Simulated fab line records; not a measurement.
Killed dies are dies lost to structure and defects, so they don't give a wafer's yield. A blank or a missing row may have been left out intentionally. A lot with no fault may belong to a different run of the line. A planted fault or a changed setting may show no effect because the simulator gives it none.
One fault through the eyes of 2 desks + flow gf180mcu + numbers are kept per desk, each desk with only its own; the story behind them comes last

## THE METROLOGY DESK
Lot by lot, what the gauges showed, no matter which tool ran the lot: averages of those sampled wafers that carry a number. The brackets show how far a lot's mean lies from the usual mean; more than 4 standard deviations puts the lot out of limits, marked OUT.
Columns: A = V5_W_RS at GF_V5_RS_MEAS_24, usual 0.3293 ohm/sq; B = TOP_METAL_ALCU_RS at GF_TOP_METAL_RS_MEAS_05, usual 0.0328 ohm/sq; C = PASSIVATION_BOW at GF_PASSIVATION_BOW_MEAS_14, usual 136 um
| lot  | first seen here | A      | B      | C   |
|------|-----------------|--------|--------|-----|
| L709 | day 28 01:45    | 0.3307 | 0.0328 | 141 |
| L711 | day 28 14:40    | 0.3327 | 0.0326 | 135 |
| L712 | day 29 00:13    | 0.3261 | 0.0326 | 127 |
| L713 | day 29 05:29    | 0.3292 | 0.0331 | 150 |
| L714 | day 29 07:16    | 0.3301 | 0.0335 | 145 |
| L715 | day 29 22:57    | 0.3271 | 0.0325 | 129 |
| L718 | day 30 17:53    | 0.3305 | 0.0330 | 140 |
| L723 | day 32 00:31    | 0.3277 | 0.0328 | 133 |
| L725 | day 32 12:02    | 0.3288 | 0.0329 | 137 |
| L727 | day 32 21:00    | 0.3288 | 0.0328 | 137 |
| L728 | day 33 02:15    | 0.3285 | 0.0327 | 153 |
| L729 | day 33 10:19    | 0.3306 | 0.0326 | 136 |
| L730 | day 33 10:55    | 0.3264 | 0.0333 | 140 |
Finding of this desk: none of the 13 lots has anything out of limits.

## DESK OF THE TOOL OWNER: plasma-asher-04
The tool's own readings at GF_TOP_METAL_STRIP_17 (strips in O2/N2): means of the sampled wafers that have a number, for each lot that ran on this tool. The brackets show how far a lot's mean lies from the usual mean; more than 4 standard deviations puts the lot out of limits, marked OUT.
Columns: A = chamber-pressure-mTorr at GF_TOP_METAL_STRIP_17, usual 1499.9 mTorr; B = drypump-motor-current-A at GF_TOP_METAL_STRIP_17, usual 5.48 A; C = heater-power-w at GF_TOP_METAL_STRIP_17, usual 326 W; D = oes-product-au at GF_TOP_METAL_STRIP_17, usual 0.710 a.u.; E = strip-time-to-endpoint-s at GF_TOP_METAL_STRIP_17, usual 13.48 s
| lot  | first seen here | A      | B    | C   | D     | E     |
|------|-----------------|--------|------|-----|-------|-------|
| L711 | day 29 10:50    | 1501.6 | 5.34 | 329 | 0.709 | 13.53 |
| L718 | day 31 11:59    | 1498.7 | 5.47 | 335 | 0.705 | 13.61 |
| L723 | day 32 17:35    | 1499.5 | 5.33 | 332 | 0.709 | 13.48 |
| L725 | day 33 04:20    | 1500.4 | 5.32 | 330 | 0.710 | 13.46 |
| L727 | day 33 12:44    | 1498.5 | 5.32 | 337 | 0.703 | 13.30 |
| L729 | day 34 02:43    | 1500.3 | 5.48 | 335 | 0.707 | 13.40 |
Finding of this desk: none of the 6 lots has anything out of limits.

## TAKEN TOGETHER
The metrology desk saw nothing out of limits.
Nothing out of limits was seen by the tool owner's desk.

## WHAT THE SIMULATOR HAD INSERTED
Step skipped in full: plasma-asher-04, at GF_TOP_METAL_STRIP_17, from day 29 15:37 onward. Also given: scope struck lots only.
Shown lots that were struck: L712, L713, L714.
